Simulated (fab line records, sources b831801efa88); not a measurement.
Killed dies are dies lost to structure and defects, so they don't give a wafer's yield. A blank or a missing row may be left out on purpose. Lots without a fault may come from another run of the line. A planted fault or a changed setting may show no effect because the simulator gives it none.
Which tool did it? | flow sky130 | 13 lots, 39 wafers sampled, at 6 steps of a route of 708

WHAT THE GAUGES READ, wafer by wafer
SKY_LI_CONTACT_OVL_MEAS_13. Usual: LI_CONTACT_OVL -1 nm, standard deviation 4.9.
lot  | measured     | on         | LI_CONTACT_OVL (nm) | flag
L527 | day 29 20:18 | overlay-01 | -7 -1 -6            |
L528 | day 29 23:19 | overlay-02 | -3 3 -2             |
L529 | day 30 10:17 | overlay-01 | 7 3 13              |
L530 | day 30 22:34 | overlay-01 | 0 3 3               |
L532 | day 31 10:52 | overlay-02 | -6 -8 -5            |
L531 | day 31 12:36 | overlay-02 | -2 -1 -12           |
L541 | day 33 16:51 | overlay-02 | 5 -8 5              |
L543 | day 34 07:28 | overlay-01 | -8 -8 -1            |
L544 | day 34 09:37 | overlay-02 | 4 -1 -3             |
L545 | day 34 21:46 | overlay-02 | -5 -7 -8            |
L548 | day 35 23:33 | overlay-01 | 1 -9 -2             |
L549 | day 36 00:05 | overlay-02 | -4 -3 1             |
L550 | day 36 07:49 | overlay-01 | 0 -3 -1             |

SKY_CONTACT_THK_MEAS_03. Usual: CONTACT_HDPCVD_THK 567 nm, standard deviation 6.5.
lot  | measured     | on            | CONTACT_HDPCVD_THK (nm) | flag
L527 | day 31 02:21 | film_metro-02 | 565 565 562             |
L528 | day 31 05:26 | film_metro-01 | 558 554 560             |
L529 | day 31 16:53 | film_metro-01 | 760 763 752             | OFF
L530 | day 32 04:59 | film_metro-03 | 762 568 764             | OFF
L532 | day 32 16:40 | film_metro-01 | 580 575 762             | OFF
L531 | day 32 17:55 | film_metro-01 | 565 569 761             | OFF
L541 | day 34 21:38 | film_metro-01 | 568 565 580             |
L543 | day 35 11:58 | film_metro-02 | 564 569 568             |
L544 | day 35 14:21 | film_metro-02 | 571 560 563             |
L545 | day 36 02:23 | film_metro-02 | 570 572 568             |
L548 | day 37 02:55 | film_metro-01 | 571 571 566             |
L549 | day 37 03:35 | film_metro-02 | 562 570 561             |
L550 | day 37 11:56 | film_metro-03 | 573 585 572             |

SKY_CONTACT_OVL_MEAS_15. Usual: CONTACT_OVL 3 nm, standard deviation 4.9.
lot  | measured     | on         | CONTACT_OVL (nm) | flag
L527 | day 32 05:50 | overlay-02 | -1 3 2           |
L528 | day 32 08:50 | overlay-02 | -2 -1 -2         |
L529 | day 32 20:39 | overlay-02 | 5 -2 3           |
L530 | day 33 08:51 | overlay-01 | 8 4 8            |
L532 | day 33 19:32 | overlay-02 | 5 -1 -3          |
L531 | day 33 21:05 | overlay-01 | 3 6 1            |
L541 | day 35 23:43 | overlay-02 | 10 -1 10         |
L543 | day 36 13:41 | overlay-01 | 7 7 0            |
L544 | day 36 16:17 | overlay-02 | 10 12 11         |
L545 | day 37 04:34 | overlay-02 | 8 5 4            |
L548 | day 38 04:47 | overlay-01 | 3 6 5            |
L549 | day 38 05:41 | overlay-01 | 8 2 2            |
L550 | day 38 13:11 | overlay-01 | 3 8 0            |

SKY_CONTACT_THK_MEAS_26: measures by xrf. Usual: CONTACT_W_THK 349 nm, standard deviation 6.6.
lot  | measured     | on            | CONTACT_W_THK (nm) | flag
L527 | day 32 06:53 | film_metro-03 | 351 342 344        |
L528 | day 32 09:55 | film_metro-02 | 342 353 353        |
L529 | day 32 22:08 | film_metro-01 | 362 353 365        |
L530 | day 33 09:57 | film_metro-01 | 364 349 361        |
L532 | day 33 20:36 | film_metro-02 | 357 346 349        |
L531 | day 33 22:08 | film_metro-02 | 352 360 361        |
L541 | day 36 00:50 | film_metro-02 | 350 354 356        |
L543 | day 36 14:44 | film_metro-02 | 347 354 349        |
L544 | day 36 17:22 | film_metro-03 | 340 337 354        |
L545 | day 37 05:38 | film_metro-01 | 352 353 352        |
L548 | day 38 05:50 | film_metro-01 | 354 357 360        |
L549 | day 38 06:44 | film_metro-02 | 346 350 352        |
L550 | day 38 14:14 | film_metro-01 | 354 350 352        |

WHICH TOOL RAN EACH LOT (tool, then ch and the chambers of the sampled wafers, then the start)
lot  | SKY_CONTACT_HDPCVD_02            | SKY_CONTACT_CMP_04
L527 | hdpcvd-02 ch 1,2, day 31 02:17   | cmp-01 ch 0,1, day 31 02:25
L528 | hdpcvd-02 ch 0, day 31 05:20     | cmp-01 ch 0,3, day 31 05:29
L529 | hdpcvd-02 ch 0,1, day 31 16:47   | cmp-02 ch 0,1,2, day 31 17:01
L530 | hdpcvd-02 ch 1,2, day 32 04:53   | cmp-02 ch 0,1, day 32 05:09
L532 | hdpcvd-02 ch 1,2, day 32 16:36   | cmp-01 ch 0,2,3, day 32 16:44
L531 | hdpcvd-02 ch 1,2, day 32 17:50   | cmp-01 ch 0,1,3, day 32 18:13
L541 | hdpcvd-01 ch 0,1,2, day 34 21:34 | cmp-02 ch 1,2,3, day 34 21:42
L543 | hdpcvd-02 ch 0,2, day 35 11:53   | cmp-01 ch 2,3, day 35 12:04
L544 | hdpcvd-02 ch 0,1, day 35 14:17   | cmp-02 ch 0,3, day 35 14:25
L545 | hdpcvd-02 ch 0,2, day 36 02:19   | cmp-01 ch 0,2,3, day 36 02:29
L548 | hdpcvd-02 ch 0,1,2, day 37 02:50 | cmp-01 ch 0,1,2, day 37 03:01
L549 | hdpcvd-02 ch 0,2, day 37 03:31   | cmp-01 ch 0,2,3, day 37 03:38
L550 | hdpcvd-01 ch 0,1,2, day 37 11:52 | cmp-02 ch 0,2,3, day 37 12:03
- SKY_CONTACT_HDPCVD_02: deposits SiO2, target thk 565 nm, time 94.2 s.
- SKY_CONTACT_CMP_04: polishes SiO2.

WHAT THE TOOLS THEMSELVES READ (means of the sampled wafers that have a number; where no wafer has one, the mark that the record gives instead)
SKY_CONTACT_CMP_04. Usual: motor_current_A 11.7 A, standard deviation 1.2; time_to_endpoint_s 85 s, standard deviation 5.6.
lot  | tool   | motor_current_A (A) | time_to_endpoint_s (s) | flag
L527 | cmp-01 | 11.2                | 92                     |
L528 | cmp-01 | 10.9                | 84                     |
L529 | cmp-02 | 12.2                | 154                    | OFF
L530 | cmp-02 | 12.2                | 136                    | OFF
L532 | cmp-01 | 10.9                | 108                    | OFF
L531 | cmp-01 | 11.0                | 107                    | OFF
L541 | cmp-02 | 13.2                | 86                     |
L543 | cmp-01 | 10.9                | 81                     |
L544 | cmp-02 | 12.4                | 90                     |
L545 | cmp-01 | 10.8                | 82                     |
L548 | cmp-01 | 10.7                | 92                     |
L549 | cmp-01 | 11.1                | 82                     |
L550 | cmp-02 | 13.0                | 92                     |

THE ANSWER, worked out from the rows above alone
Rule: a lot is off if the mean of its wafers that have a number lies more than 3 standard deviations from the usual mean. A lot without any number at a reading at which 4 lots or more have one is off too. The other lots that the step has rows for count as sound. The gauges are gone through in route order, then the tools' own readings, and for those a lot's mean is taken as printed above. The first step at which some lot is off is used, and at that step the reading that is off furthest; a lot without a number counts as furthest.
Off: L529, L530, L532, L531, at SKY_CONTACT_THK_MEAS_03 (CONTACT_HDPCVD_THK).
A tool fits if, at a process step before that reading, it ran every lot that is off, and no sound lot after the first of them. The gauges at SKY_CONTACT_THK_MEAS_03 aren't tried: what is off there is off at SKY_CONTACT_CMP_04 too, on other tools, and a gauge's error can't cause that. None of those tried fits.

WHAT THE SIMULATOR HAD PUT IN
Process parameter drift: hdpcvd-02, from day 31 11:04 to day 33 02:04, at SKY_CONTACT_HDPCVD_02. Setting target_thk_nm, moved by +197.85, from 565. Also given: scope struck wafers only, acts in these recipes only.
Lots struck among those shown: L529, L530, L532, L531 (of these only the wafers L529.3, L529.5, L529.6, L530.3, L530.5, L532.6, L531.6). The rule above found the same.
